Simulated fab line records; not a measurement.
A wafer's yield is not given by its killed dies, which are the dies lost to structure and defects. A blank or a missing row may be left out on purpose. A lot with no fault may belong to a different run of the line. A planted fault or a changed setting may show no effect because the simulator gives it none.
fab line records -- flow sky130
record lots=6, wafers=18, last_day=50
route steps=708 shown LI_CONTACT@369 PAD_OPEN@708
lots untouched by any fault: they come from a run of this same line in which no faults occurred
start_h: start of the lot's first displayed wafer, in hours after the record's first day -- wait_h: hours since the lot's step before -- " as in the row above -- L1.1+2: one row covering several wafers at once -- - no value, or no start given -- * or withheld: withheld -- < > ~ a bound
route shown NAME@n: a module of which the file shows steps, and the number in the route of the first -- usual: mean/standard deviation taken from wafers without a fault -- same: alike in all rows -- chamber/n: place in a boat -- sites: each site's reading -- _std_site: standard deviation of those values -- _edge_site: outer sites' mean less inner sites' -- radius_mm: for every site, how far away it sits from the centre of the wafer -- mask NAME#n: copy n -- behind: tool/chamber where the wafer was last shaped -- hold: why the lot went on hold/how many hours it stayed there/how the hold came to an end -- device: the transistor (n, p or np) that didn't switch -- end of line: the tests these same wafers got at the end of their route -- a step given without rows: its recipe and nothing more -- killed: the dies lost at the first sort to structure and to defects; this is not the yield of the wafer -- map: a wafer's dies, x killed, . not, _ none there
set.NAME: the setting the step ran with; set.NAME@STEP: the setting that earlier step ran with -- model.NAME: the simulator's own value behind a step, which no gauge read
certain route steps with their lots: each step a table, each wafer a row
services: when a tool's chamber went out of use (start_h, in hours from the record's first day, below 0 if earlier), for how many hours, and the reason
## steps
# step SKY_LI_CONTACT_COAT_07
# recipe resist=KrF-thick, spin_rpm=3000, resist_thk_nm=450
# step SKY_LI_CONTACT_SOFTBAKE_08
# recipe temp_c=100, time_s=90, resist=KrF-thick
# step SKY_LI_CONTACT_EXPOSE_09
# recipe mask_id=LICM1, na=0.8, source_shape=annular, sigma_inner=0.55, sigma_outer=0.85, target_cd_nm=170, dose_mj=38
# step SKY_LI_CONTACT_PEB_10
# recipe peb_temp_c=withheld, peb_time_s=withheld, resist=KrF-thick
# step SKY_LI_CONTACT_DEVELOP_11
# recipe develop_time_s=60, resist=KrF-thick, dev_temp_c=21
# step SKY_LI_CONTACT_CD_MEAS_12
# recipe target_cd_nm=170
# usual cd_nm=170.4/1.3
lot.wafer,tool,chamber,start_h,wait_h,cd_nm
L602.1,cd_sem-02,-,682.13,-,170.5
L602.3,cd_sem-02,-,682.13,-,171.2
L602.6,cd_sem-02,-,682.13,-,172.2
L603.1,cd_sem-02,-,697.00,-,169.2
L603.3,cd_sem-02,-,697.00,-,168.0
L603.5,cd_sem-02,-,697.00,-,167.5
L611.2,cd_sem-01,-,768.86,-,170.2
L611.4,cd_sem-01,-,768.86,-,170.6
L611.6,cd_sem-01,-,768.86,-,170.8
L613.2,cd_sem-02,-,784.27,-,169.4
L613.3,cd_sem-02,-,784.27,-,169.8
L613.5,cd_sem-02,-,784.27,-,168.4
L621.1,cd_sem-02,-,853.30,-,172.6
L621.3,cd_sem-02,-,853.30,-,171.5
L621.6,cd_sem-02,-,853.30,-,169.7
L623.1,cd_sem-01,-,854.60,-,171.2
L623.2,cd_sem-01,-,854.60,-,171.2
L623.4,cd_sem-01,-,854.60,-,171.8
# step SKY_LI_CONTACT_OVL_MEAS_13
# usual LI_CONTACT_OVL=1/5.7
lot.wafer,tool,chamber,start_h,wait_h,LI_CONTACT_OVL[nm]
L602.1,overlay-02,-,682.25,0.1,-2
L602.3,overlay-02,-,682.25,0.1,5
L602.6,overlay-02,-,682.25,0.1,5
L603.1,overlay-01,-,697.12,0.1,-6
L603.3,overlay-01,-,697.12,0.1,2
L603.5,overlay-01,-,697.12,0.1,-1
L611.2,overlay-01,-,768.96,0.1,2
L611.4,overlay-01,-,768.96,0.1,-2
L611.6,overlay-01,-,768.96,0.1,4
L613.2,overlay-02,-,784.37,0.1,-2
L613.3,overlay-02,-,784.37,0.1,9
L613.5,overlay-02,-,784.37,0.1,-1
L621.1,overlay-02,-,853.42,0.1,0
L621.3,overlay-02,-,853.42,0.1,-10
L621.6,overlay-02,-,853.42,0.1,-8
L623.1,overlay-01,-,854.72,0.1,5
L623.2,overlay-01,-,854.72,0.1,10
L623.4,overlay-01,-,854.72,0.1,10
# step SKY_LI_CONTACT_ETCH_14
# recipe chemistry=N2/H2, target=BARC, ion_energy_ev=200, source_w=500, bias_w=100, pressure_mtorr=30, n2_flow_sccm=100, h2_flow_sccm=200, stop_on=SiO2, time_s=45.9, target_depth_a=600
# usual drypump_motor_current_A=5.9/0.44, oes_product_au=0.855/0.0051, throttle_valve_pct=13.225/0.0093
# same time_s=45.9
lot.wafer,tool,chamber,start_h,wait_h,drypump_motor_current_A,oes_product_au,rf_hours_counter_h,throttle_valve_pct
L602.1,rie_diel-04,1,682.28,0.0,5.2,0.854,11,13.226
L602.3,rie_diel-04,3,682.28,0.0,5.2,0.860,2,13.209
L602.6,rie_diel-04,1,682.28,0.0,5.2,0.853,-,13.225
L603.1,rie_diel-03,2,697.15,0.0,5.9,0.848,39,13.214
L603.3,rie_diel-03,0,697.15,0.0,6.2,0.857,10,13.222
L603.5,rie_diel-03,1,697.15,0.0,6.6,0.859,-,13.234
L611.2,rie_diel-02,1,768.99,0.0,6.4,0.844,9,13.203
L611.4,rie_diel-02,3,768.99,0.0,6.1,0.860,14,13.221
L611.6,rie_diel-02,3,768.99,0.0,6.1,0.854,-,13.241
L613.2,rie_diel-02,3,784.40,0.0,6.1,0.857,15,13.215
L613.3,rie_diel-02,0,784.40,0.0,5.7,0.856,3,13.226
L613.5,rie_diel-02,1,784.40,0.0,6.4,0.854,-,13.222
L621.1,rie_diel-03,3,853.45,0.0,5.9,0.857,8,13.224
L621.3,rie_diel-03,0,853.45,0.0,6.3,0.853,14,13.219
L621.6,rie_diel-03,2,853.45,0.0,5.9,0.858,-,13.221
L623.1,rie_diel-03,2,854.75,0.0,5.9,0.848,2,13.221
L623.2,rie_diel-03,0,854.75,0.0,6.3,0.852,14,13.232
L623.4,rie_diel-03,1,854.75,0.0,6.6,0.850,5,13.220
# step SKY_LI_CONTACT_ETCH_15
# recipe target=PSG, chemistry=C4F8/O2/Ar, stop_on=Si, taper_deg=4.15, mask_material=KrF-thick, source_w=1500, bias_w=1200, pressure_mtorr=40, c4f8_flow_sccm=withheld, O2_flow_sccm=6, Ar_flow_sccm=300, time_s=withheld, target_depth_a=6000
# usual oes_product_au=0.838/0.0047
lot.wafer,tool,chamber,start_h,wait_h,oes_product_au
L602.1,rie_diel-04,1,682.32,0.0,0.834
L602.3,rie_diel-04,3,682.32,0.0,0.837
L602.6,rie_diel-04,1,682.32,0.0,0.833
L603.1,rie_diel-03,2,697.20,0.0,0.837
L603.3,rie_diel-03,0,697.20,0.0,0.836
L603.5,rie_diel-03,1,697.20,0.0,0.836
L611.2,rie_diel-02,1,769.04,0.0,0.839
L611.4,rie_diel-02,3,769.04,0.0,0.833
L611.6,rie_diel-02,3,769.04,0.0,0.842
L613.2,rie_diel-02,3,784.45,0.0,0.832
L613.3,rie_diel-02,0,784.45,0.0,0.840
L613.5,rie_diel-02,1,784.45,0.0,0.843
L621.1,rie_diel-03,3,853.50,0.0,0.832
L621.3,rie_diel-03,0,853.50,0.0,0.844
L621.6,rie_diel-03,2,853.50,0.0,0.835
L623.1,rie_diel-03,2,854.80,0.0,0.839
L623.2,rie_diel-03,0,854.80,0.0,0.846
L623.4,rie_diel-03,1,854.80,0.0,0.838
# step SKY_LI_CONTACT_STRIP_16
# recipe chemistry=O2/N2, power_w=1400, pressure_mtorr=1500, platen_temp_c=withheld, o2_flow_sccm=3000, n2_flow_sccm=300, overash_fraction=0.5
# usual drypump_motor_current_A=5.5/0.35, oes_product_au=0.376/0.0045, strip_time_to_endpoint_s=3.51/0.038
lot.wafer,tool,chamber,start_h,wait_h,drypump_motor_current_A,oes_product_au,rf_hours_counter_h,strip_time_to_endpoint_s
L602.1,plasma_asher-04,1,682.41,-,5.6,0.380,100,3.52
L602.3,plasma_asher-04,0,682.41,-,5.4,0.369,-,3.51
L602.6,plasma_asher-04,0,682.41,-,5.4,0.372,-,3.53
L603.1,plasma_asher-02,1,697.28,-,5.7,0.377,27,3.52
L603.3,plasma_asher-02,0,697.28,-,4.9,0.383,-,3.52
L603.5,plasma_asher-02,0,697.28,-,4.9,0.382,-,3.57
L611.2,plasma_asher-04,0,769.12,-,5.4,0.369,2,3.46
L611.4,plasma_asher-04,0,769.12,-,5.4,0.372,-,3.51
L611.6,plasma_asher-04,0,769.12,-,5.4,0.376,-,3.52
L613.2,plasma_asher-03,1,784.53,-,5.7,0.379,62,3.54
L613.3,plasma_asher-03,1,784.53,-,5.7,0.376,-,3.51
L613.5,plasma_asher-03,1,784.53,-,5.8,0.375,-,3.48
L621.1,plasma_asher-04,1,853.58,-,5.5,0.373,11,3.52
L621.3,plasma_asher-04,1,853.58,-,5.6,0.368,-,3.53
L621.6,plasma_asher-04,1,853.58,-,5.6,0.375,-,3.54
L623.1,plasma_asher-04,0,854.88,-,5.5,0.386,12,3.55
L623.2,plasma_asher-04,1,854.88,-,5.6,0.386,12,3.54
L623.4,plasma_asher-04,1,854.88,-,5.6,0.375,-,3.52
# step SKY_LI_CONTACT_CLEAN_17
# recipe chemistry=NMP, time_s=600, temp_c=60, dry=n2_spin
# step SKY_LI_CONTACT_PRE_CLEAN_18
# recipe gas=Ar, time_s=5.6, bias_v=358
# step SKY_LI_CONTACT_SPUTTER_19
# recipe material=Ti, target_thk_nm=20, chamber_pressure_pa=5, power_w=2500, substrate_temp_c=200, time_s=106.37
# usual throttle_valve_pct=29.7/0.9
lot.wafer,tool,chamber,start_h,wait_h,throttle_valve_pct,model.Ti_of_LI_CONTACT_SPUTTER_19.thk_nm
L602.1,pvd_sputter-03,-,682.72,0.0,28.5,19.68
L602.3,pvd_sputter-03,-,682.72,0.0,30.5,19.89
L602.6,pvd_sputter-03,-,682.72,0.0,30.8,19.82
L603.1,pvd_sputter-04,-,697.58,0.0,29.2,19.7
L603.3,pvd_sputter-04,-,697.58,0.0,29.9,19.75
L603.5,pvd_sputter-04,-,697.58,0.0,29.4,19.66
L611.2,pvd_sputter-04,-,769.42,0.0,30.2,21.6
L611.4,pvd_sputter-04,-,769.42,0.0,29.6,21.63
L611.6,pvd_sputter-04,-,769.42,0.0,30.1,21.61
L613.2,pvd_sputter-04,-,784.84,0.0,30.0,21.64
L613.3,pvd_sputter-04,-,784.84,0.0,30.8,22.14
L613.5,pvd_sputter-04,-,784.84,0.0,29.8,21.73
L621.1,pvd_sputter-03,-,853.91,0.0,28.3,19.77
L621.3,pvd_sputter-03,-,853.91,0.0,30.5,19.92
L621.6,pvd_sputter-03,-,853.91,0.0,30.7,19.92
L623.1,pvd_sputter-03,-,855.19,0.0,28.5,20.07
L623.2,pvd_sputter-03,-,855.19,0.0,30.6,20.51
L623.4,pvd_sputter-03,-,855.19,0.0,28.3,20.32
# step SKY_LI_CONTACT_SPUTTER_20
# recipe material=TiN, target_thk_nm=20, chamber_pressure_pa=5, power_w=4000, time_s=80
# usual throttle_valve_pct=29.7/0.9
# same time_s=80
lot.wafer,tool,chamber,start_h,wait_h,throttle_valve_pct
L602.1,pvd_sputter-03,-,682.80,0.0,28.7
L602.3,pvd_sputter-03,-,682.80,0.0,30.4
L602.6,pvd_sputter-03,-,682.80,0.0,30.6
L603.1,pvd_sputter-04,-,697.65,0.0,29.4
L603.3,pvd_sputter-04,-,697.65,0.0,30.0
L603.5,pvd_sputter-04,-,697.65,0.0,29.5
L611.2,pvd_sputter-04,-,769.49,0.0,30.2
L611.4,pvd_sputter-04,-,769.49,0.0,29.4
L611.6,pvd_sputter-04,-,769.49,0.0,30.1
L613.2,pvd_sputter-04,-,784.92,0.0,30.1
L613.3,pvd_sputter-04,-,784.92,0.0,30.9
L613.5,pvd_sputter-04,-,784.92,0.0,30.2
L621.1,pvd_sputter-03,-,853.99,0.0,28.5
L621.3,pvd_sputter-03,-,853.99,0.0,30.6
L621.6,pvd_sputter-03,-,853.99,0.0,30.7
L623.1,pvd_sputter-03,-,855.27,0.0,28.3
L623.2,pvd_sputter-03,-,855.27,0.0,30.6
L623.4,pvd_sputter-03,-,855.27,0.0,27.9
# step SKY_PAD_OPEN_PROBE_99
# usual killed_at_M0_to_M3=42/7.4, killed_at_M4_up=3.3/2.1, killed_at_contacts=24/5.3, killed_at_front_end=15/4.5, killed_at_other=0.3/0.57, killed_dies=84/10, killed_open=46/7.5, killed_short=38/6.4
# same gross_dies=492, killed_at_back_side=0
lot.wafer,tool,chamber,start_h,wait_h,killed_at_M0_to_M3,killed_at_M4_up,killed_at_contacts,killed_at_front_end,killed_at_other,killed_dies,killed_open,killed_short
L602.1,prober-02,-,1080.20,0.1,48,6,19,14,1,88,40,48
L602.3,prober-02,-,1080.30,0.2,39,1,25,21,0,86,48,38
L602.6,prober-02,-,1080.45,0.2,39,7,15,16,0,77,41,36
L611.2,prober-01,-,1142.46,0.1,41,8,36,22,0,107,65,42
L611.4,prober-01,-,1142.56,0.2,42,4,22,6,0,74,45,29
L611.6,prober-01,-,1142.66,0.2,52,1,22,16,0,91,51,40
L623.1,prober-02,-,1199.05,0.1,51,4,31,15,0,101,67,34
L623.2,prober-02,-,1199.10,0.1,49,2,16,19,0,86,47,38
L623.4,prober-02,-,1199.20,0.2,45,3,19,16,0,83,47,36
# killed by level:class
L602.1 CONTACT:geometric_particle:open=10 METAL1:geometric_particle:short=8 VIA3:geometric_particle:short=8 VIA2:geometric_particle:open=7 FIELD_ISO:geometric_particle:open=6 VIA1:geometric_particle:open=6 METAL2:geometric_particle:short=6 METAL4:geometric_particle:short=6
L602.3 CONTACT:geometric_particle:open=10 VIA1:geometric_particle:open=9 VIA2:geometric_particle:open=8 POLY_GATE:geometric_particle:short=7 FIELD_ISO:geometric_particle:open=6 LI_CONTACT:geometric_particle:open=6 CONTACT:geometric_particle:short=5 METAL1:geometric_particle:short=5
L602.6 VIA1:geometric_particle:open=11 CONTACT:geometric_particle:open=9 VIA1:geometric_particle:short=6 METAL2:geometric_particle:short=6 LI_CONTACT:geometric_particle:open=5 VIA3:geometric_particle:open=5 FIELD_ISO:geometric_particle:short=4 METAL4:geometric_particle:short=4
L611.2 CONTACT:geometric_particle:open=14 LI_CONTACT:geometric_particle:open=13 VIA1:geometric_particle:open=10 VIA3:geometric_particle:open=8 FIELD_ISO:geometric_particle:short=6 METAL3:geometric_particle:short=6 METAL4:geometric_particle:short=6 POLY_GATE:geometric_particle:open=5
L611.4 VIA1:geometric_particle:open=13 LI_CONTACT:geometric_particle:open=8 VIA2:geometric_particle:short=8 CONTACT:geometric_particle:open=8 VIA3:geometric_particle:open=5 METAL2:geometric_particle:short=4 VIA2:geometric_particle:open=4 CONTACT:geometric_particle:short=3
L611.6 VIA1:geometric_particle:open=16 CONTACT:geometric_particle:open=9 VIA3:geometric_particle:short=7 VIA3:geometric_particle:open=6 POLY_GATE:geometric_particle:open=5 LOCAL_INTERCONNECT:geometric_particle:short=5 METAL1:geometric_particle:short=5 METAL2:geometric_particle:short=5
L623.1 CONTACT:geometric_particle:open=21 VIA1:geometric_particle:open=13 VIA1:geometric_particle:short=7 VIA2:geometric_particle:open=7 FIELD_ISO:geometric_particle:open=6 LI_CONTACT:geometric_particle:open=5 VIA3:geometric_particle:open=5 METAL1:geometric_particle:open=4
L623.2 VIA1:geometric_particle:open=10 VIA3:geometric_particle:open=10 METAL1:geometric_particle:short=8 FIELD_ISO:geometric_particle:open=6 VIA2:geometric_particle:open=6 VIA3:geometric_particle:short=6 FIELD_ISO:geometric_particle:short=5 LI_CONTACT:geometric_particle:open=5
L623.4 CONTACT:geometric_particle:open=11 VIA3:geometric_particle:open=10 POLY_GATE:geometric_particle:short=7 VIA1:geometric_particle:short=6 VIA2:geometric_particle:open=6 METAL1:geometric_particle:short=5 LI_CONTACT:geometric_particle:open=4 VIA1:geometric_particle:open=4
## services
tool,chamber,start_h,hours,kind
rie_diel-03,3,666.77,6.9,repair
pvd_sputter-03,-,668.56,8.7,repair
rie_diel-03,1,676.44,-,clean
rie_diel-03,1,676.44,19.7,scheduled_down
rie_diel-03,1,676.44,19.7,vent_cycle
rie_diel-02,2,687.70,9.9,repair
plasma_asher-02,-,698.96,1.4,repair
pvd_sputter-04,-,717.32,5.2,repair
plasma_asher-04,-,727.57,0.4,repair
plasma_asher-04,-,733.75,9.0,pm
plasma_asher-03,-,743.87,2.8,pm
plasma_asher-03,-,772.51,3.8,repair
rie_diel-02,-,777.81,2.4,repair
rie_diel-03,2,781.66,-,clean
rie_diel-03,2,781.66,24.5,scheduled_down
rie_diel-03,2,781.66,24.5,vent_cycle
rie_diel-02,3,786.76,9.6,repair
pvd_sputter-03,-,788.87,10.8,repair
plasma_asher-03,-,796.01,2.4,repair
rie_diel-04,3,797.73,35.4,repair
rie_diel-02,2,832.73,5.6,repair
rie_diel-02,0,843.86,6.9,repair
pvd_sputter-03,1,846.04,-,consumable_replace:kit
pvd_sputter-03,1,846.04,18.0,scheduled_down
## key
first_sign none at tools or gauges
model_effect step=SKY_LI_CONTACT_SPUTTER_19, value=Ti_of_LI_CONTACT_SPUTTER_19.thk_nm, without=19.76, struck=21.73
met_at SKY_LI_CONTACT_SPUTTER_19
struck_wafers L611.2,L611.4,L611.6,L613.2,L613.3,L613.5
tester_left_out L611,L613
onset_between 697.58 769.42
also_fits SKY_LI_CONTACT_ETCH_14:rie_diel-02,SKY_LI_CONTACT_ETCH_15:rie_diel-02
fault kind=process_parameter_drift, tool=pvd_sputter-04, chamber=-, onset_h=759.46, steps=SKY_LI_CONTACT_SPUTTER_19, channel=target_thk_nm, offset=1.9631, shape=step, end_h=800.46, acts_in=these_recipes_only, stated=20
# tester_left_out: of these lots the tester's yield and bins aren't shown, on N5 and GAA mostly nor the transistor test; their killed dies are dies lost to structure and defects alone, not to doping, threshold or leakage, so they don't give the yield
